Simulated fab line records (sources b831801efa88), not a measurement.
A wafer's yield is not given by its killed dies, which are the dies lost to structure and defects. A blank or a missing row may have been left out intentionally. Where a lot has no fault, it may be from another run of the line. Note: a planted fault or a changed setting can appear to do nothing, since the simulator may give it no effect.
fab line records	flow sky130
record lots=5	wafers=15	lastDay=50
route steps=708 shown METAL5@670 PASSIVATION@681 PAD_OPEN@694
lots with no fault: from the same line, run without faults
startH: start of the lot's first displayed wafer, in hours after the record's first day	waitH: hours elapsed since this lot's preceding step	" same as the row above	L1.1+2: one row covering several wafers at once	- no value, or no start was given	* or withheld: withheld	< > ~ a bound
route shown NAME@n: names a module that has steps shown in the file, with the first one's number in the route	usual: mean and standard deviation over wafers with no fault	same: alike in all rows	chamber/n: place in a boat	sites: each site's reading	_std_site: standard deviation across them	_edge_site: the outer-site mean with the inner-site mean subtracted	radiusMm: for every site, how far away it sits from the centre of the wafer	mask NAME#n: copy n	behind: the most recent tool/chamber to have shaped the wafer	hold: why the lot went on hold/how many hours it stayed there/how the hold came to an end	device: transistor that didn't switch, given as n, p or np	end of line: tests of these same wafers at the route's end	a step given without rows: its recipe and nothing more	killed: dies lost to structure and defects at the first sort, not the wafer's yield	map: the dies of a wafer, with x for killed, . for not killed, _ for no die there
set.NAME: the setting that was run; set.NAME@STEP: the one run at that earlier step	model.NAME: the simulator's own value behind a step, which no gauge read
certain route steps with their lots: each step a table, each wafer a row
services: from which hour (startH, from the record's first day; less than 0 if before it) a tool's chamber was out of use, for how many hours, and why
## steps
# step SKY_METAL5_COAT_09
# recipe resist=NOVOLAK	spinRpm=3000	resistThkNm=1800
# usual spinSpeedRpm=3000.0/1.6
lot.wafer	tool	chamber	startH	waitH	spinSpeedRpm
L075.4	lithoTrack-01	0	1043.01	0.1	2999.0
L075.5	"	0	"	"	2999.2
L075.6	"	0	"	"	2999.6
L079.1	lithoTrack-04	0	1052.19	0.1	3002.1
L079.2	"	0	"	"	2997.5
L079.3	"	0	"	"	2999.2
L084.2	lithoTrack-02	0	1078.83	0.1	2999.1
L084.3	"	0	"	"	3001.7
L084.4	"	0	"	"	3001.7
L087.1	lithoTrack-04	0	1110.85	0.1	3002.1
L087.2	"	0	"	"	3002.1
L087.6	"	0	"	"	2999.9
L095.2	lithoTrack-01	0	1161.41	0.1	2997.3
L095.3	"	0	"	"	3000.5
L095.5	"	0	"	"	2998.4
# step SKY_METAL5_SOFTBAKE_10
# recipe tempC=90	timeS=60	resist=NOVOLAK
lot.wafer	tool	chamber	startH	waitH
L075.4+5+6	lithoTrack-01	0	1043.16	0.1
L079.1+2+3	lithoTrack-04	0	1052.34	0.1
L084.2+3+4	lithoTrack-02	0	1078.98	0.1
L087.1+2+6	lithoTrack-04	0	1111.00	0.1
L095.2+3+5	lithoTrack-01	0	1161.56	0.1
# step SKY_METAL5_EXPOSE_11
# recipe maskId=MM5	na=0.6	sourceShape=conventional	sigmaOuter=0.6	polarization=unpolarized	targetCdNm=1600	doseMj=190
# same sigmaOuter=0.6
lot.wafer	tool	chamber	startH	waitH	mask
L075.4+5+6	ilineStepper-02	0	-	-	MM5#0
L079.1+2+3	ilineStepper-02	0	-	-	MM5#0
L084.2+3+4	ilineStepper-02	0	-	-	MM5#0
L087.1+2+6	ilineStepper-01	0	-	-	MM5#0
L095.2+3+5	ilineStepper-02	0	-	-	MM5#0
# step SKY_METAL5_PEB_12
# recipe tempC=withheld	timeS=*	resist=NOVOLAK
lot.wafer	tool	chamber	startH	waitH
L075.4+5+6	lithoTrack-02	0	-	-
L079.1+2+3	lithoTrack-01	0	-	-
L084.2+3+4	lithoTrack-04	0	-	-
L087.1+2+6	lithoTrack-02	0	-	-
L095.2+3+5	lithoTrack-04	0	-	-
# step SKY_METAL5_DEVELOP_13
# recipe resist=NOVOLAK	developer=TMAH	developTimeS=60	devTempC=23
lot.wafer	tool	chamber	startH	waitH
L075.4+5+6	lithoTrack-02	0	1053.43	0.1
L079.1+2+3	lithoTrack-01	0	1063.49	0.1
L084.2+3+4	lithoTrack-04	0	1086.87	0.1
L087.1+2+6	lithoTrack-02	0	1119.91	0.1
L095.2+3+5	lithoTrack-04	0	1171.17	0.1
# step SKY_METAL5_DESCUM_14
# recipe chemistry=O2	sourcePowerW=150	biasPowerW=0	pressureMtorr=10	tempC=40	timeS=11
# usual drypumpMotorCurrentA=5.79/0.27	oesProductAu=0.993/0.0092
lot.wafer	tool	chamber	startH	waitH	drypumpMotorCurrentA	oesProductAu	rfHoursCounterH
L075.4	rieMetal-03	0	1053.54	0.1	6.19	0.988	-
L075.5	"	0	"	"	6.20	0.987	-
L075.6	"	0	"	"	6.18	0.982	-
L079.1	rieMetal-04	1	1063.64	0.1	6.14	1.003	14
L079.2	"	0	"	"	5.94	1.000	21
L079.3	"	1	"	"	6.18	1.009	-
L084.2	rieMetal-04	0	1087.00	0.1	5.91	0.993	23
L084.3	"	1	"	"	6.20	0.996	-
L084.4	"	0	"	"	5.91	0.997	-
L087.1	rieMetal-04	1	1120.06	0.1	6.20	0.990	19
L087.2	"	0	"	"	5.90	0.991	0
L087.6	"	1	"	"	6.18	0.998	-
L095.2	rieMetal-02	0	1171.30	0.1	5.61	0.997	14
L095.3	"	1	"	"	5.58	0.995	-
L095.5	"	1	"	"	5.58	0.996	-
# step SKY_METAL5_METAL_ETCH_15
# recipe targetDepthA=12600	stopOn=SiO2	overEtchFrac=0.2	timeS=252	chemistry=Cl2/BCl3	resistSidewallDeg=86	pressureMtorr=10	icpW=900	biasW=48.5	Cl2_flow_sccm=60	bcl3FlowSccm=30
# usual drypumpMotorCurrentA=5.79/0.27	oesProductAu=0.895/0.0046	throttleValvePct=22.265/0.0088
lot.wafer	tool	chamber	startH	waitH	drypumpMotorCurrentA	oesProductAu	rfHoursCounterH	throttleValvePct
L075.4	rieMetal-03	0	1053.81	0.3	6.17	0.905	-	22.276
L075.5	"	0	"	"	6.17	0.897	-	22.272
L075.6	"	0	"	"	6.18	0.897	-	22.269
L079.1	rieMetal-04	1	1063.67	0.0	6.14	0.899	14	22.261
L079.2	"	0	"	"	5.86	0.898	21	22.268
L079.3	"	1	"	"	6.15	0.889	-	22.240
L084.2	rieMetal-04	0	1087.03	0.0	5.89	0.898	23	22.266
L084.3	"	1	"	"	6.18	0.896	-	22.260
L084.4	"	0	"	"	5.93	0.892	-	22.265
L087.1	rieMetal-04	1	1120.09	0.0	6.19	0.898	19	22.264
L087.2	"	0	"	"	5.93	0.897	0	22.277
L087.6	"	1	"	"	6.22	0.899	-	22.267
L095.2	rieMetal-02	0	1171.33	0.0	5.55	0.892	14	22.280
L095.3	"	1	"	"	5.56	0.898	-	22.272
L095.5	"	1	"	"	5.57	0.899	-	22.273
# step SKY_METAL5_STRIP_16
# recipe chemistry=O2/N2	powerW=1400	pressureMtorr=1500	platenTempC=withheld	o2FlowSccm=3000	n2FlowSccm=300	overashFraction=0.5
# usual drypumpMotorCurrentA=5.8/0.31	oesProductAu=0.710/0.005	stripTimeToEndpointS=13.17/0.12
lot.wafer	tool	chamber	startH	waitH	drypumpMotorCurrentA	oesProductAu	rfHoursCounterH	stripTimeToEndpointS
L075.4	plasmaAsher-03	1	1054.08	0.2	5.4	0.710	-	13.16
L075.5	"	0	"	"	5.4	0.712	-	13.15
L075.6	"	1	"	"	5.5	0.714	-	13.20
L079.1	plasmaAsher-01	1	1063.90	0.2	6.4	0.706	94	13.00
L079.2	"	0	"	"	5.8	0.706	94	13.07
L079.3	"	0	"	"	5.8	0.724	-	12.97
L084.2	plasmaAsher-01	1	1087.26	0.2	6.3	0.714	96	13.12
L084.3	"	0	"	"	5.8	0.708	-	13.11
L084.4	"	1	"	"	6.3	0.707	-	13.09
L087.1	plasmaAsher-01	1	1120.33	0.2	6.3	0.706	99	13.01
L087.2	"	0	"	"	5.8	0.705	99	13.07
L087.6	"	0	"	"	5.9	0.701	-	13.05
L095.2	plasmaAsher-04	0	1171.57	0.2	5.6	0.721	10	13.03
L095.3	"	1	"	"	5.9	0.712	-	13.23
L095.5	"	0	"	"	5.6	0.711	-	13.18
# step SKY_METAL5_STRIP_17
# recipe chemistry=postEtchResidueRemover	timeS=1200	tempC=72.5
lot.wafer	tool	chamber	startH	waitH
L075.4+5+6	wetBench-02	2	1054.15	0.0
L079.1+2+3	wetBench-02	3	1064.00	0.1
L084.2+3+4	wetBench-04	1	1087.36	0.1
L087.1+2+6	wetBench-02	2	1120.43	0.1
L095.2+3+5	wetBench-04	0	1171.67	0.1
# step SKY_METAL5_CLEAN_18
# recipe chemistry=IPA	timeS=180	tempC=25
lot.wafer	tool	chamber	startH	waitH
L075.4+5+6	wetBench-02	1	1054.49	0.0
L079.1+2+3	wetBench-04	2	1064.35	0.0
L084.2+3+4	wetBench-01	2	1087.75	0.0
L087.1+2+6	wetBench-01	0	1120.77	0.0
L095.2+3+5	wetBench-02	2	1172.01	0.0
# step SKY_METAL5_CLEAN_19
# recipe chemistry=O3/DIW	dry=n2Spin
lot.wafer	tool	chamber	startH	waitH
L075.4+5+6	wetBench-02	1	1054.55	0.0
L079.1+2+3	wetBench-01	3	1064.40	0.0
L084.2+3+4	wetBench-02	3	1087.89	0.1
L087.1+2+6	wetBench-04	3	1120.83	0.0
L095.2+3+5	wetBench-04	2	1172.07	0.0
# step SKY_PASSIVATION_CVD_00
# recipe material=SiO2	targetThkNm=90	tempC=400	timeS=withheld	rfW=600
# usual heaterPowerW=661/140
lot.wafer	tool	chamber	startH	waitH	heaterPowerW
L075.4	pecvd-01	2	1054.65	0.0	610
L075.5	"	1	"	"	623
L075.6	"	0	"	"	828
L079.1	pecvd-01	0	1064.50	0.0	900
L079.2	"	1	"	"	632
L079.3	"	2	"	"	605
L084.2	pecvd-02	1	1087.98	0.0	614
L084.3	"	0	"	"	845
L084.4	"	0	"	"	824
L087.1	pecvd-01	1	1120.93	0.0	589
L087.2	"	0	"	"	951
L087.6	"	0	"	"	980
L095.2	pecvd-03	1	1172.16	0.0	739
L095.3	"	0	"	"	470
L095.5	"	2	"	"	684
# step SKY_PASSIVATION_THK_MEAS_01
# recipe reads=SiO2_of_PASSIVATION_CVD_00
# usual PASSIVATION_CVD_00_THK=90.4/1.2
lot.wafer	tool	chamber	startH	waitH	PASSIVATION_CVD_00_THK[nm]
L075.4	filmMetro-01	-	1054.69	-	91.8
L075.5	"	-	"	"	90.8
L075.6	"	-	"	"	90.1
L079.1	filmMetro-03	-	1064.52	-	90.0
L079.2	"	-	"	"	89.4
L079.3	"	-	"	"	91.2
L084.2	filmMetro-03	-	1088.01	-	88.4
L084.3	"	-	"	"	88.2
L084.4	"	-	"	"	89.3
L087.1	filmMetro-03	-	1120.95	-	89.6
L087.2	"	-	"	"	88.9
L087.6	"	-	"	"	90.8
L095.2	filmMetro-03	-	1172.19	-	89.5
L095.3	"	-	"	"	89.0
L095.5	"	-	"	"	90.1
# step SKY_PASSIVATION_CVD_02
# recipe material=Si3N4	targetThkNm=540	tempC=400	timeS=withheld	rfW=450
# usual heaterPowerW=709/130
lot.wafer	tool	chamber	startH	waitH	heaterPowerW
L075.4	pecvd-01	0	1054.83	0.1	980
L075.5	"	2	"	"	626
L075.6	"	1	"	"	621
L079.1	pecvd-03	2	1064.58	0.1	648
L079.2	"	0	"	"	513
L079.3	"	1	"	"	766
L084.2	pecvd-03	1	1088.06	0.0	710
L084.3	"	2	"	"	732
L084.4	"	1	"	"	751
L087.1	pecvd-02	0	1121.01	0.1	900
L087.2	"	1	"	"	737
L087.6	"	2	"	"	613
L095.2	pecvd-02	2	1172.24	0.0	672
L095.3	"	1	"	"	660
L095.5	"	2	"	"	546
# step SKY_PASSIVATION_THK_MEAS_03
# recipe reads=Si3N4_of_PASSIVATION_CVD_02
# usual PASSIVATION_CVD_02_THK=539/8.4
lot.wafer	tool	chamber	startH	waitH	PASSIVATION_CVD_02_THK[nm]
L075.4	filmMetro-04	-	1054.97	-	540
L075.5	"	-	"	"	541
L075.6	"	-	"	"	534
L079.1	filmMetro-03	-	1064.80	-	543
L079.2	"	-	"	"	548
L079.3	"	-	"	"	541
L084.2	filmMetro-03	-	1088.30	-	539
L084.3	"	-	"	"	544
L084.4	"	-	"	"	552
L087.1	filmMetro-04	-	1121.23	-	546
L087.2	"	-	"	"	529
L087.6	"	-	"	"	535
L095.2	filmMetro-01	-	1172.47	-	534
L095.3	"	-	"	"	540
L095.5	"	-	"	"	542
# step SKY_PASSIVATION_DEHYDRATE_04
# recipe tempC=200	timeS=60
lot.wafer	tool	chamber	startH	waitH
L075.4+5+6	lithoTrack-04	0	1065.57	10.6
L079.1+2+3	lithoTrack-03	0	1074.55	9.7
L084.2+3+4	lithoTrack-03	0	1094.73	6.4
L087.1+2+6	lithoTrack-04	0	1131.10	9.9
L095.2+3+5	lithoTrack-03	0	1179.03	6.5
# step SKY_PASSIVATION_HMDS_05
# recipe primeTimeS=60	primeTempC=120
lot.wafer	tool	chamber	startH	waitH
L075.4+5+6	lithoTrack-04	0	1065.72	0.1
L079.1+2+3	lithoTrack-03	0	1074.70	0.1
L084.2+3+4	lithoTrack-03	0	1094.88	0.1
L087.1+2+6	lithoTrack-04	0	1131.25	0.1
L095.2+3+5	lithoTrack-03	0	1179.18	0.1
# step SKY_PASSIVATION_COAT_06
# recipe spinRpm=2000	resistThkNm=3000
# usual spinSpeedRpm=1999.9/1.4
lot.wafer	tool	chamber	startH	waitH	spinSpeedRpm
L075.4	lithoTrack-04	0	1065.87	0.1	1999.2
L075.5	"	0	"	"	1999.1
L075.6	"	0	"	"	2000.0
L079.1	lithoTrack-03	0	1074.85	0.1	1998.9
L079.2	"	0	"	"	2000.3
L079.3	"	0	"	"	2002.7
L084.2	lithoTrack-03	0	1095.03	0.1	1997.7
L084.3	"	0	"	"	1998.8
L084.4	"	0	"	"	1999.1
L087.1	lithoTrack-04	0	1131.40	0.1	1996.8
L087.2	"	0	"	"	1999.7
L087.6	"	0	"	"	1999.4
L095.2	lithoTrack-03	0	1179.33	0.1	2000.3
L095.3	"	0	"	"	2000.9
L095.5	"	0	"	"	2001.6
# step SKY_PASSIVATION_SOFTBAKE_07
# recipe tempC=110	timeS=withheld
lot.wafer	tool	chamber	startH	waitH
L075.4+5+6	lithoTrack-04	0	1066.04	0.1
L079.1+2+3	lithoTrack-03	0	1075.00	0.1
L084.2+3+4	lithoTrack-03	0	1095.19	0.1
L087.1+2+6	lithoTrack-04	0	1131.55	0.1
L095.2+3+5	lithoTrack-03	0	1179.49	0.1
# step SKY_PASSIVATION_EXPOSE_08
# recipe maskId=NSM	targetCdNm=3000	na=0.57	doseMj=260
lot.wafer	tool	chamber	startH	waitH	mask
L075.4+5+6	ilineStepper-01	0	-	-	NSM#0
L079.1+2+3	ilineStepper-02	0	-	-	NSM#0
L084.2+3+4	ilineStepper-01	0	-	-	NSM#0
L087.1+2+6	ilineStepper-01	0	-	-	NSM#0
L095.2+3+5	ilineStepper-02	0	-	-	NSM#0
# step SKY_PASSIVATION_PEB_09
# recipe tempC=115	timeS=withheld
lot.wafer	tool	chamber	startH	waitH
L075.4+5+6	lithoTrack-03	0	-	-
L079.1+2+3	lithoTrack-03	0	-	-
L084.2+3+4	lithoTrack-01	0	-	-
L087.1+2+6	lithoTrack-03	0	-	-
L095.2+3+5	lithoTrack-04	0	-	-
# step SKY_PASSIVATION_DEVELOP_10
# recipe developTimeS=60	devTempC=23
lot.wafer	tool	chamber	startH	waitH
L075.4+5+6	lithoTrack-03	0	-	-
L079.1+2+3	lithoTrack-03	0	-	-
L084.2+3+4	lithoTrack-01	0	-	-
L087.1+2+6	lithoTrack-03	0	-	-
L095.2+3+5	lithoTrack-04	0	-	-
# step SKY_PASSIVATION_ETCH_11
# recipe chemistry=CF4/O2	targetDepthNm=725	stopOn=AlCu	sourceW=800	biasW=150	pressureMtorr=150	cf4FlowSccm=80	O2_flow_sccm=10	timeS=161.1
# usual cf4FlowSccm=80.00/0.22	drypumpMotorCurrentA=6.0/0.45	oesProductAu=0.977/0.008	throttleValvePct=5.965/0.0089
lot.wafer	tool	chamber	startH	waitH	cf4FlowSccm	drypumpMotorCurrentA	oesProductAu	rfHoursCounterH	throttleValvePct
L075.4	rieDiel-01	3	1076.65	-	80.21	5.4	0.978	4	5.979
L075.5	"	0	"	"	79.94	5.9	0.976	-	5.975
L075.6	"	3	"	"	80.25	5.4	0.973	-	5.960
L079.1	rieDiel-01	0	1085.00	-	79.70	5.9	0.986	7	5.966
L079.2	"	2	"	"	80.05	6.5	0.985	17	5.966
L079.3	"	3	"	"	80.12	5.4	0.978	4	5.962
L084.2	rieDiel-04	1	1106.99	-	80.14	6.1	0.974	24	5.963
L084.3	"	3	"	"	80.25	5.3	0.984	26	5.962
L084.4	"	2	"	"	80.09	6.4	0.980	21	5.962
L087.1	rieDiel-01	3	1139.25	-	79.80	5.4	0.985	6	5.963
L087.2	"	1	"	"	79.82	6.7	0.968	13	5.969
L087.6	"	3	"	"	79.62	5.4	0.980	-	5.978
L095.2	rieDiel-01	0	1188.35	-	79.88	5.9	0.976	11	5.974
L095.3	"	1	"	"	80.38	6.7	0.975	14	5.957
L095.5	"	0	"	"	79.84	6.0	0.980	-	5.967
# step SKY_PASSIVATION_STRIP_12
# recipe chemistry=O2/N2	powerW=1400	pressureMtorr=1500	platenTempC=withheld	overashFraction=0.7	o2FlowSccm=3000	n2FlowSccm=300
# usual drypumpMotorCurrentA=5.6/0.33	oesProductAu=0.661/0.0046	stripTimeToEndpointS=31.50/0.13
lot.wafer	tool	chamber	startH	waitH	drypumpMotorCurrentA	oesProductAu	rfHoursCounterH	stripTimeToEndpointS
L075.4	plasmaAsher-01	0	1076.79	0.1	5.8	0.660	-	31.34
L075.5	"	1	"	"	6.4	0.656	-	31.48
L075.6	"	0	"	"	5.9	0.663	-	31.34
L079.1	plasmaAsher-02	1	1085.11	0.1	5.4	0.656	65	31.49
L079.2	"	0	"	"	5.5	0.662	65	31.55
L079.3	"	0	"	"	5.5	0.656	-	31.48
L084.2	plasmaAsher-02	0	1107.09	0.1	5.5	0.659	67	31.53
L084.3	"	0	"	"	5.5	0.657	-	31.58
L084.4	"	1	"	"	5.4	0.658	-	31.73
L087.1	plasmaAsher-03	0	1139.36	0.1	5.5	0.662	34	31.41
L087.2	"	1	"	"	5.5	0.664	34	31.44
L087.6	"	1	"	"	5.4	0.661	-	31.47
L095.2	plasmaAsher-01	1	1188.45	0.1	6.4	0.658	105	31.44
L095.3	"	0	"	"	5.9	0.663	-	31.48
L095.5	"	0	"	"	5.8	0.659	-	31.53
# step SKY_PAD_OPEN_DEHYDRATE_00
# recipe tempC=200	timeS=60
lot.wafer	tool	chamber	startH	waitH
L075.4+5+6	lithoTrack-03	0	1085.43	8.6
L079.1+2+3	lithoTrack-01	0	1091.29	6.1
L084.2+3+4	lithoTrack-01	0	1115.31	8.2
L087.1+2+6	lithoTrack-01	0	1148.89	9.5
L095.2+3+5	lithoTrack-02	0	1195.43	6.9
# step SKY_PAD_OPEN_HMDS_01
# recipe primeTimeS=60	primeTempC=120
lot.wafer	tool	chamber	startH	waitH
L075.4+5+6	lithoTrack-03	0	1085.58	0.1
L079.1+2+3	lithoTrack-01	0	1091.44	0.1
L084.2+3+4	lithoTrack-01	0	1115.46	0.1
L087.1+2+6	lithoTrack-01	0	1149.04	0.1
L095.2+3+5	lithoTrack-02	0	1195.58	0.1
# step SKY_PAD_OPEN_COAT_02
# recipe spinRpm=2000	resistThkNm=3000
# usual spinSpeedRpm=1999.6/1.2
lot.wafer	tool	chamber	startH	waitH	spinSpeedRpm
L075.4	lithoTrack-03	0	1085.73	0.1	1997.4
L075.5	"	0	"	"	1999.7
L075.6	"	0	"	"	2001.1
L079.1	lithoTrack-01	0	1091.59	0.1	1998.8
L079.2	"	0	"	"	1999.0
L079.3	"	0	"	"	1997.5
L084.2	lithoTrack-01	0	1115.61	0.1	2000.9
L084.3	"	0	"	"	1999.9
L084.4	"	0	"	"	1999.5
L087.1	lithoTrack-01	0	1149.19	0.1	2000.1
L087.2	"	0	"	"	1999.5
L087.6	"	0	"	"	1999.7
L095.2	lithoTrack-02	0	1195.73	0.1	1998.7
L095.3	"	0	"	"	2000.4
L095.5	"	0	"	"	1997.5
# step SKY_PAD_OPEN_SOFTBAKE_03
# recipe tempC=110	timeS=withheld
lot.wafer	tool	chamber	startH	waitH
L075.4+5+6	lithoTrack-03	0	1085.90	0.1
L079.1+2+3	lithoTrack-01	0	1091.74	0.1
L084.2+3+4	lithoTrack-01	0	1115.77	0.1
L087.1+2+6	lithoTrack-01	0	1149.34	0.1
L095.2+3+5	lithoTrack-02	0	1195.89	0.1
# step SKY_PAD_OPEN_EXPOSE_04
# recipe maskId=PDM	targetCdNm=60000	na=0.57	doseMj=260
lot.wafer	tool	chamber	startH	waitH	mask
L075.4+5+6	ilineStepper-02	0	-	-	PDM#0
L079.1+2+3	ilineStepper-02	0	-	-	PDM#0
L084.2+3+4	ilineStepper-01	0	-	-	PDM#0
L087.1+2+6	ilineStepper-01	0	-	-	PDM#0
L095.2+3+5	ilineStepper-02	0	-	-	PDM#0
# step SKY_PAD_OPEN_PEB_05
# recipe tempC=115	timeS=withheld
lot.wafer	tool	chamber	startH	waitH
L075.4+5+6	lithoTrack-03	0	-	-
L079.1+2+3	lithoTrack-03	0	-	-
L084.2+3+4	lithoTrack-03	0	-	-
L087.1+2+6	lithoTrack-02	0	-	-
L095.2+3+5	lithoTrack-01	0	-	-
# step SKY_PAD_OPEN_DEVELOP_06
# recipe developTimeS=60	devTempC=23
lot.wafer	tool	chamber	startH	waitH
L075.4+5+6	lithoTrack-03	0	-	-
L079.1+2+3	lithoTrack-03	0	-	-
L084.2+3+4	lithoTrack-03	0	-	-
L087.1+2+6	lithoTrack-02	0	-	-
L095.2+3+5	lithoTrack-01	0	-	-
# step SKY_PAD_OPEN_ETCH_07
# recipe chemistry=CF4/O2	targetDepthNm=725	stopOn=AlCu	sourceW=800	biasW=150	pressureMtorr=150	cf4FlowSccm=80	O2_flow_sccm=10	timeS=161.1
# usual cf4FlowSccm=79.99/0.26	drypumpMotorCurrentA=5.9/0.4	oesProductAu=0.977/0.0081	throttleValvePct=5.965/0.0082
lot.wafer	tool	chamber	startH	waitH	cf4FlowSccm	drypumpMotorCurrentA	oesProductAu	rfHoursCounterH	throttleValvePct
L075.4	rieDiel-04	3	1092.35	-	80.28	5.2	0.985	26	5.967
L075.5	"	1	"	"	80.14	6.1	0.973	-	5.964
L075.6	"	0	"	"	79.80	5.6	0.974	-	5.962
L079.1	rieDiel-04	0	1101.25	-	80.29	5.6	0.974	20	5.972
L079.2	"	1	"	"	79.96	6.1	0.988	24	5.966
L079.3	"	3	"	"	80.45	5.3	0.982	26	5.974
L084.2	rieDiel-04	0	1126.65	-	80.09	5.6	0.969	21	5.964
L084.3	"	2	"	"	80.32	6.4	0.982	22	5.962
L084.4	"	1	"	"	79.94	6.1	0.989	25	5.964
L087.1	rieDiel-03	0	1157.11	-	79.78	6.0	0.977	22	5.958
L087.2	"	1	"	"	80.32	5.9	0.973	12	5.958
L087.6	"	3	"	"	80.03	5.6	0.972	-	5.974
L095.2	rieDiel-04	2	1203.74	-	79.92	6.3	0.978	24	5.957
L095.3	"	1	"	"	79.92	6.1	0.974	28	5.977
L095.5	"	1	"	"	79.73	6.1	0.982	-	5.961
# step SKY_PAD_OPEN_STRIP_08
# recipe chemistry=O2/N2	powerW=1400	pressureMtorr=1500	platenTempC=withheld	overashFraction=0.7	o2FlowSccm=3000	n2FlowSccm=300
# usual drypumpMotorCurrentA=5.53/0.17	oesProductAu=0.663/0.0043	stripTimeToEndpointS=37.03/0.12
lot.wafer	tool	chamber	startH	waitH	drypumpMotorCurrentA	oesProductAu	rfHoursCounterH	stripTimeToEndpointS
L075.4	plasmaAsher-03	1	1092.49	0.1	5.43	0.665	-	37.08
L075.5	"	1	"	"	5.43	0.662	-	37.21
L075.6	"	0	"	"	5.54	0.662	-	37.25
L079.1	plasmaAsher-04	1	1101.36	0.1	5.91	0.658	4	37.04
L079.2	"	0	"	"	5.59	0.666	4	37.10
L079.3	"	1	"	"	5.91	0.664	-	37.16
L084.2	plasmaAsher-04	1	1126.76	0.1	5.89	0.658	6	37.00
L084.3	"	0	"	"	5.59	0.664	-	37.06
L084.4	"	1	"	"	5.90	0.669	-	37.04
L087.1	plasmaAsher-02	1	1157.21	0.1	5.37	0.675	72	36.79
L087.2	"	0	"	"	5.45	0.665	72	36.89
L087.6	"	1	"	"	5.41	0.657	-	36.84
L095.2	plasmaAsher-03	1	1203.84	0.1	5.45	0.665	40	37.15
L095.3	"	0	"	"	5.46	0.662	-	37.11
L095.5	"	1	"	"	5.45	0.663	-	37.17
# step SKY_PAD_OPEN_STRIP_09
# recipe chemistry=postEtchResidueRemover	timeS=1200	tempC=72.5
lot.wafer	tool	chamber	startH	waitH
L075.4+5+6	wetBench-03	2	1092.56	0.0
L079.1+2+3	wetBench-01	3	1101.46	0.1
L084.2+3+4	wetBench-03	1	1126.86	0.1
L087.1+2+6	wetBench-04	2	1157.37	0.1
L095.2+3+5	wetBench-04	3	1203.94	0.1
# step SKY_PAD_OPEN_CLEAN_10
# recipe chemistry=IPA	timeS=180	tempC=25
lot.wafer	tool	chamber	startH	waitH
L075.4+5+6	wetBench-04	0	1092.97	0.0
L079.1+2+3	wetBench-04	2	1101.80	0.0
L084.2+3+4	wetBench-01	0	1127.20	0.0
L087.1+2+6	wetBench-03	0	1157.79	0.1
L095.2+3+5	wetBench-03	0	1204.28	0.0
# step SKY_PAD_OPEN_CLEAN_11
# recipe chemistry=O3/DIW	dry=n2Spin
lot.wafer	tool	chamber	startH	waitH
L075.4+5+6	wetBench-01	1	1093.02	0.0
L079.1+2+3	wetBench-03	0	1101.86	0.0
L084.2+3+4	wetBench-04	1	1127.26	0.0
L087.1+2+6	wetBench-04	1	1157.89	0.0
L095.2+3+5	wetBench-01	0	1204.34	0.0
# step SKY_PAD_OPEN_ANNEAL_12
# recipe tempC=400	timeS=withheld	ambient=N2/H2	idleTempC=300	rampUpCPerMin=8	rampDownCPerMin=4
# usual tubeCenterTempC=400/0.037	tube_center_temp_C_max=401.04/0.17	zonePowerLowerPct=4.3/0.33
lot.wafer	tool	chamber	startH	waitH	tubeCenterTempC	tube_center_temp_C_max	zonePowerLowerPct
L075.4	furnace-01	0	1093.95	0.8	400.04	401.01	4.1
L075.5	"	0	"	"	399.94	400.88	4.1
L075.6	"	0	"	"	400.02	400.93	4.1
L079.1	furnace-02	0	1101.97	0.0	400.01	401.26	4.7
L079.2	"	0	"	"	400.03	401.04	4.7
L079.3	"	0	"	"	399.96	401.39	4.7
L084.2	furnace-01	0	1127.36	0.0	400.02	401.39	4.1
L084.3	"	0	"	"	400.07	401.26	4.0
L084.4	"	0	"	"	399.97	400.98	4.0
L087.1	furnace-02	0	1157.98	0.0	400.06	401.05	4.7
L087.2	"	0	"	"	399.96	400.87	4.8
L087.6	"	0	"	"	400.06	400.86	4.8
L095.2	furnace-01	0	1204.44	0.0	399.99	400.97	4.2
L095.3	"	0	"	"	399.95	400.92	4.0
L095.5	"	0	"	"	400.04	401.07	4.1
# step SKY_PAD_OPEN_BOW_MEAS_13
# recipe mode=bow
# usual PAD_OPEN_BOW=50/8
lot.wafer	tool	chamber	startH	waitH	PAD_OPEN_BOW[um]
L075.4	filmMetro-02	-	1095.51	-	50
L075.5	"	-	"	"	53
L075.6	"	-	"	"	49
L079.1	filmMetro-02	-	1103.47	-	56
L079.2	"	-	"	"	48
L079.3	"	-	"	"	40
L084.2	filmMetro-04	-	1128.88	-	45
L084.3	"	-	"	"	59
L084.4	"	-	"	"	55
L087.1	filmMetro-04	-	1159.48	-	61
L087.2	"	-	"	"	53
L087.6	"	-	"	"	50
L095.2	filmMetro-04	-	1205.96	-	60
L095.3	"	-	"	"	44
L095.5	"	-	"	"	47
## services
tool	chamber	startH	hours	kind
rieMetal-04	0	1019.72	12.8	repair
rieDiel-01	0	1019.92	1.3	repair
rieDiel-01	0	1023.14	1.9	repair
plasmaAsher-02	-	1025.95	2.8	pm
pecvd-02	0	1031.97	11.5	repair
furnace-02	-	1036.78	3.7	pm
rieDiel-01	1	1040.53	7.9	repair
plasmaAsher-03	-	1040.85	1.8	repair
plasmaAsher-04	-	1042.90	1.1	repair
pecvd-03	-	1053.90	6.0	pm
plasmaAsher-04	-	1055.25	9.0	pm
plasmaAsher-03	-	1055.26	1.0	repair
rieDiel-01	3	1067.42	1.7	repair
furnace-02	-	1078.52	17.1	repair
wetBench-03	-	1082.09	2.0	repair
ilineStepper-02	-	1092.57	1.7	pm
pecvd-02	0	1101.43	6.3	repair
furnace-01	-	1102.22	3.9	pm
rieDiel-04	2	1110.22	5.8	repair
rieDiel-04	-	1118.45	1.9	repair
furnace-01	-	1132.82	4.3	repair
ilineStepper-02	-	1142.90	8.7	repair
furnace-01	-	1155.28	2.3	pm
rieDiel-01	1	1188.86	1.3	repair
## key
fault none
